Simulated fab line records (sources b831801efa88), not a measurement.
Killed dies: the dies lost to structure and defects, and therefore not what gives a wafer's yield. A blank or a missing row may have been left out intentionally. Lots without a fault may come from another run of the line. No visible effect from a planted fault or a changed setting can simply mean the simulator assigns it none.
Problem report in the 8D (eight disciplines) form, filled by code :: flow sky130 :: the parts of the form that need people (team, actions taken, sign-off) are left out

## 1. PROBLEM STATEMENT
METAL2_ALCU_THK at SKY_METAL2_THK_MEAS_06 reads a mean of 227.0 nm on 2 wafers of 2 lots; wafers without a fault read 245.3 nm with a standard deviation of 2.9. Relative to the usual mean, that is a shift of -6.3 standard deviations.
The step: measures by xrf.
First seen on wafer L955.4, day 34 15:58, on film_metro-03. The record holds 30 wafers of 10 lots with a number at this step. By rule, "out" or "out of limits" means more than 4 standard deviations away from the usual mean. The rest of the wafers with a number are treated as sound.

## 2. WHAT IT IS AND WHAT IT IS NOT
question: which readings at this step
is: METAL2_ALCU_THK
is not: -

question: which lots
is: L955, L956
is not: L945, L947, L950, L960, L962, L964, L965, L966

question: which wafers of those lots
is: L955.4, L956.4
is not: L955.1, L955.2, L956.2, L956.5

question: read on which gauges
is: film_metro-02, film_metro-03
is not: -

question: when
is: from day 34 15:58
is not: up to then (11 sound wafers); but 17 sound wafers of L956, L960, L962, L964, L965, L966 came after

## 3. THE SUSPECTS, EACH WITH WHAT RULES IT OUT
Counting: a tool at a process step up to the reading stays a suspect if it ran every lot that is out. Sound lots after the first of them don't rule it out here, since some wafers of a struck lot are sound.
- the gauge at SKY_METAL2_THK_MEAS_06: ruled out. Those wafers that are out were read across 2 gauges (film_metro-02, film_metro-03).
- pvd_sputter-02 at SKY_METAL2_SPUTTER_04 (material TiN, target thk 70 nm, time 58.3 s): kept. Ran every lot that is out, first one L955 (day 34 09:28); last sound lot up to then L950 (day 33 01:08). Its own readings are out on those wafers: cathode_dc_power_W.
Remaining after the count: pvd_sputter-02 at SKY_METAL2_SPUTTER_04.

## 4. THE CAUSE (what the simulator had put in)
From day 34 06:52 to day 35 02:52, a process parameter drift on pvd_sputter-02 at SKY_METAL2_SPUTTER_04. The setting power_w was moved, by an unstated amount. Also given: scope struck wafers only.
After counting, this tool was the only one left.

## 5. THE CHAIN OF EFFECTS, in route order
One row per reading whose mean, taken over the struck wafers that have a number, lies over 3 standard deviations from the usual. Only readings for which the record gives a usual standard deviation are gone through. hours: the time from each lot's start at the first step in this table that gives one to its start at this step, as a median over the lots. sigmas: the change in usual standard deviations.
hours: 0
step: SKY_METAL2_SPUTTER_04
reading: cathode_dc_power_W
usual: 6499.9 W
on struck wafers: 10081.5
change: +3581.6
sigmas: +99 or more

hours: 5
step: SKY_METAL2_THK_MEAS_06
reading: METAL2_ALCU_THK
usual: 245.3 nm
on struck wafers: 227.0
change: -18.3
sigmas: -6.3
Here are the process steps it includes:
- SKY_METAL2_SPUTTER_04: material TiN, target thk 70 nm, time 58.3 s.
Later measuring or inspecting steps at which every struck wafer that the step has a row for has a number for every such reading, and none has moved that far: SKY_METAL2_OVL_MEAS_16.

## 6. WHAT WOULD HAVE CAUGHT IT SOONER
9 hours passed between the start of the fault at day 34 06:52 and the first reading out of limits at a measuring or inspecting step in this record, taken at day 34 15:58.
Tool's own readings at SKY_METAL2_SPUTTER_04, cathode_dc_power_W: out on all struck wafers the step has rows for; an alarm limit on them would have tripped on the first.
Among the 2 lots that are out, L956 began SKY_METAL2_SPUTTER_04 on pvd_sputter-02 after day 34 15:58. It would have been spared by a hold on the tool at that moment.
